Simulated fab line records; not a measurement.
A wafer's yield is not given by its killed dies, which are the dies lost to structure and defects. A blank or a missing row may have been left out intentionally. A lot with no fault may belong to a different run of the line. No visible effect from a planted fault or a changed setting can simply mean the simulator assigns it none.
A struck lot beside a sound one	flow gf180mcu	14 steps out of a route of 602
Sound: wafers L375.2, L375.5, L375.6. The struck wafers were L378.2, L378.4, L378.6. At the end, the cause is stated.
Each step with rows lists, per side, the tool, then ch with its chambers, then its first start. Under that, the readings that differ: sound wafers	struck wafers	difference of the means	sigmas: that difference in standard deviations of wafers without a fault.
alike: readings whose means differ by less than 2 such deviations, and words and numbers that are the same on both sides. not compared: withheld readings, readings that some wafer has no value for, bounds like >300 that may hide the same value, and numbers for which the record gives no deviation and whose values overlap.
Wherever a step has rows on one side only, a row that says differs or no value, or a row with sigmas, the two part there. When numbers do not overlap yet have no deviation, they are printed without sigmas and do not part them. A reading that every wafer of one side lacks parts them only if that side has two wafers or more.

first, 4 steps without rows for these wafers: GF_M1_SOFTBAKE_10 (time 60 s); GF_M1_EXPOSE_11 (exposes mask Metal1, target cd 230 nm); GF_M1_PEB_12 (peb time 86.34 s); GF_M1_DEVELOP_13 (develop time 60 s).
GF_M1_CD_MEAS_14 targets a cd of 230 nm.
  struck on cd_sem-02, day 23 11:55; sound on cd_sem-02, day 22 05:52
  alike: cd_nm
GF_M1_OVL_MEAS_15:
  struck on overlay-02, day 23 12:02; sound on overlay-01, day 22 05:58
  alike: M1_OVL
GF_M1_METAL_ETCH_16: etches the open film in Cl2/BCl3, stops on SiO2, target depth 750.8 nm, time 125.1 s.
  sound on rie_metal-04 ch 0,1, day 22 06:00; struck on rie_metal-04 ch 0,1, day 23 12:04
  alike: bias_w, drypump_motor_current_A, oes_product_au, throttle_valve_pct
  not compared: rf_hours_counter_h
GF_M1_STRIP_17: strips in O2/N2.
  sound on plasma_asher-03 ch 0,1, day 22 06:08; struck on plasma_asher-04 ch 0,1, day 23 12:11
  alike: drypump_motor_current_A, heater_power_w, oes_product_au, strip_time_to_endpoint_s
  not compared: rf_hours_counter_h
then, 3 steps without rows for these wafers: GF_M1_STRIP_18 (strips in post etch residue remover, time 1200 s); GF_M1_CLEAN_19 (cleans in DIW); GF_V1_CVD_00 (deposits SiO2, target thk 600 nm, time 100 s).
GF_V1_THK_MEAS_01:
  struck on film_metro-01, day 23 12:48; sound on film_metro-04, day 22 06:45
  alike: V1_CVD_00_THK
GF_V1_CVD_02: deposits SiO2 from TEOS, target thk 850 nm, time 94.851 s.
  sound on pecvd-02 ch 0,2, day 22 06:48; struck on pecvd-04 ch 1,2, day 23 12:51
  no value came back on the struck wafers for heater_power_outer_w (W), heater_power_w (W); on the sound wafers heater_power_outer_w (W) reads 403 435 405
GF_PASSIVATION_PROBE_99:
  sound wafers here have rows in the record (prober-02, day 32 22:41); struck ones have none

## WHERE THEY PART
Earliest at GF_V1_CVD_02; latest, in this record, at GF_PASSIVATION_PROBE_99.

WHY: whatever the simulator had introduced
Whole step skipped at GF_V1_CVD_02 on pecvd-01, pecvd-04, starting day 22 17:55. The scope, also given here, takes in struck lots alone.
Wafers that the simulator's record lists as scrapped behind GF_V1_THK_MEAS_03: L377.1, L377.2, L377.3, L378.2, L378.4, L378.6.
